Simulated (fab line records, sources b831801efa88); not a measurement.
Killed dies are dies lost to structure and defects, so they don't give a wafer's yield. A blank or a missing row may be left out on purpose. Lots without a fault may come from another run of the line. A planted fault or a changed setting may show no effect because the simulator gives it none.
A struck lot beside a sound one | flow sfq_line | 13 steps out of a route of 325
Sound: wafers L876.1, L876.2, L876.6. Struck: wafers L882.2, L882.4, L882.5. The cause comes at the end.
At each step with rows: each side's tool, then ch and its chambers, then its first start. Under that, the readings that differ: sound wafers | struck wafers | difference of the means | sigmas: that difference in standard deviations of wafers without a fault.
alike: readings whose means differ by less than 2 such deviations, and words and numbers that are the same on both sides. not compared: withheld readings, readings that some wafer has no value for, bounds like >300 that may hide the same value, and numbers for which the record gives no deviation and whose values overlap.
The two part at a step that has a row with sigmas, a row that says differs or no value, or rows on one side only. Numbers that don't overlap but have no deviation are shown without sigmas and don't part them. A reading that every wafer of one side lacks parts them only if that side has two wafers or more.

first, 2 steps without rows for these wafers: SFQ_TRILAYER_I3_VIA_STRIP_SOLV_CLEAN_090 (cleans in NMP, time 600 s); SFQ_TRILAYER_M4_DEP_PRE_CLEAN_092 (time 22.5 s).
SFQ_TRILAYER_M4_DEP_SPUTTER_091: material Nb, target thk 200 nm, time 133.3 s.
  sound on pvd_sputter-05, day 35 05:28; struck on pvd_sputter-03, day 37 08:37
  alike: throttle_valve_pct
SFQ_M4_RS_MEAS_924: measures by four-point-probe.
  sound on film_metro-03, day 35 05:34; struck on film_metro-04, day 37 08:44
  alike: M4_NB_RS
then, 6 steps without rows for these wafers: SFQ_TRILAYER_M4_LITHO_COAT_098 (resist thk 62 nm); SFQ_TRILAYER_M4_LITHO_COAT_093 (resist thk 600 nm); SFQ_TRILAYER_M4_LITHO_SOFTBAKE_097; SFQ_TRILAYER_M4_LITHO_EXPOSE_094 (exposes mask M4, target cd 500 nm); SFQ_TRILAYER_M4_LITHO_PEB_096 (peb time 60 s); SFQ_TRILAYER_M4_LITHO_DEVELOP_095 (time 60 s).
SFQ_M4_OVL_MEAS_926:
  sound on overlay-01, day 37 15:26; struck on overlay-02, day 39 02:14
  alike: M4_OVL
SFQ_TRILAYER_M4_BARC_OPEN_METAL_ETCH_123: etches BARC in O2, target depth 125 nm, time 41.7 s.
  sound on rie_metal-04 ch 0,1, day 37 15:28; struck on rie_metal-04 ch 0,1, day 39 02:16
  reading                                             | sound             | struck            | difference | sigmas
  oes_product_au (a.u.)                               | 0.688 0.682 0.691 | 0.675 0.678 0.665 | -0.014     | -3
  run_length_s (s)                                    | 69.74 69.90 69.99 | 72.46 72.46 72.08 | +2.46      | +9
  model.KrF_of_TRILAYER_M4_LITHO_COAT_093.thk_nm (nm) | 523.5 526.1 527.7 | 521.5 522.8 519.3 | -4.6       |
  alike: drypump_motor_current_A
  not compared: rf_hours_counter_h
SFQ_TRILAYER_M4_ETCH_METAL_ETCH_096: etches Nb in Cl2/Ar, stops on SiO2, target depth 240 nm, time 120 s.
  sound on rie_metal-04 ch 0,1, day 37 15:32; struck on rie_metal-04 ch 0,1, day 39 02:20
  alike: drypump_motor_current_A, oes_product_au, run_length_s
  not compared: rf_hours_counter_h

WHERE THEY PART
Only at SFQ_TRILAYER_M4_BARC_OPEN_METAL_ETCH_123, within this record. Later steps at which nothing parts them and some readings are alike: SFQ_TRILAYER_M4_ETCH_METAL_ETCH_096.

WHY: what the simulator had put in
Process parameter drift: rie_metal-04, from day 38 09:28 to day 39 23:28, at SFQ_TRILAYER_M4_BARC_OPEN_METAL_ETCH_123. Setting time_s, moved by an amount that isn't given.
